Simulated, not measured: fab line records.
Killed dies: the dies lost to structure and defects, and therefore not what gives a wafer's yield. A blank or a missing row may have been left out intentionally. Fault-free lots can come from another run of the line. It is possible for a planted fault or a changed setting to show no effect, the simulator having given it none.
A lot that was struck, set against a sound lot ; flow sky130 ; 14 out of 708 route steps
Sound: the wafers L203.2, L203.3, L203.5. Wafers L219.2, L219.4, L219.5 were the ones struck. The cause is given at the end.
For every step that has rows: the tool of each side, followed by ch and its chambers, followed by its first start. Under that, the readings that differ: sound wafers ; struck wafers ; difference of the means ; sigmas: that difference in standard deviations of wafers without a fault.
alike: a reading whose means differ by less than 2 such deviations, as well as words and numbers matching on both sides. not compared: withheld readings; readings where some wafer has no value; bounds like >300 that might hide an equal value; numbers whose values overlap and for which the record gives no deviation.
A row with sigmas, a row that says differs or no value, or rows on one side alone: a step with any of these is where the two part. Numbers that have no deviation but don't overlap get no sigmas and don't part them. Lack of a reading on every wafer of one side parts them only where that side has two or more wafers.

SKY_VIA4_STRIP_13: strips in O2/N2.
  sound on plasmaAsher-02 ch 0, day 43 18:22; struck on plasmaAsher-02 ch 0, day 47 21:02
  alike: drypumpMotorCurrentA, oesProductAu, stripTimeToEndpointS
  not compared: rfHoursCounterH
then, 4 steps without rows for these wafers: SKY_VIA4_STRIP_14 (strips in post etch residue remover, time 1200 s); SKY_VIA4_CLEAN_15 (cleans in IPA, time 180 s); SKY_VIA4_CLEAN_16 (cleans in O3/DIW); SKY_VIA4_SPUTTER_17 (material TiN, target thk 20 nm, time 80 s).
SKY_VIA4_CVD_18: deposits W, target thk 505 nm, time 152.14 s.
  sound on cvdW-02 ch 0, day 43 19:01; struck on cvdW-01 ch 0,1, day 47 21:41
reading;sound;struck;difference;sigmas
heaterPowerW (W);733 726 757;838 934 940;+165;+2
SKY_VIA4_RS_MEAS_19: the measuring method here is four-point-probe.
  sound: filmMetro-03 at day 43 19:12; struck: filmMetro-01 at day 47 21:52
  alike: VIA4_W_RS
SKY_VIA4_THK_MEAS_20: measures by xrf.
  sound: filmMetro-03 at day 43 19:19; struck: filmMetro-01 at day 47 21:58
  alike: VIA4_W_THK
then, 1 step without rows for these wafers: SKY_VIA4_CMP_21 (polishes, stops on SiO2, t overpolish 25 s, target thk 0 nm).
SKY_METAL5_SPUTTER_00: material Ti, target thk 15 nm, time 10 s.
  sound: pvdSputter-02 at day 43 19:47; struck: pvdSputter-03 at day 47 22:19
  alike: cathodeDcPowerW, chamberPressurePa, throttleValvePct
SKY_METAL5_SPUTTER_01: material TiN, target thk 20 nm, time 16.7 s.
  sound: pvdSputter-02 at day 43 19:49; struck: pvdSputter-03 at day 47 22:20
  alike: cathodeDcPowerW, chamberPressurePa, throttleValvePct
then, 1 step without rows for these wafers: SKY_METAL5_SPUTTER_02 (material AlCu, target thk 1150 nm, time 61.2 s).
SKY_METAL5_SPUTTER_03: material Ti, target thk 5 nm, time 3.3 s.
  sound: pvdSputter-02 at day 43 19:53; struck: pvdSputter-03 at day 47 22:25
  no value came back on the struck wafers for cathodeDcPowerW (W), chamberPressurePa (Pa), throttleValvePct (%); on the sound wafers cathodeDcPowerW (W) reads 2999.6 3000.5 2999.7
SKY_METAL5_SPUTTER_04: material TiN, target thk 70 nm, time 58.3 s.
  sound: pvdSputter-02 at day 43 19:54; struck: pvdSputter-03 at day 47 22:26
  alike: cathodeDcPowerW, chamberPressurePa, throttleValvePct

== WHERE THEY PART ==
Earliest at SKY_VIA4_CVD_18; latest, in this record, at SKY_METAL5_SPUTTER_03. Later steps at which nothing parts them and some readings are alike: SKY_METAL5_SPUTTER_04.

WHY: the cause the simulator had injected
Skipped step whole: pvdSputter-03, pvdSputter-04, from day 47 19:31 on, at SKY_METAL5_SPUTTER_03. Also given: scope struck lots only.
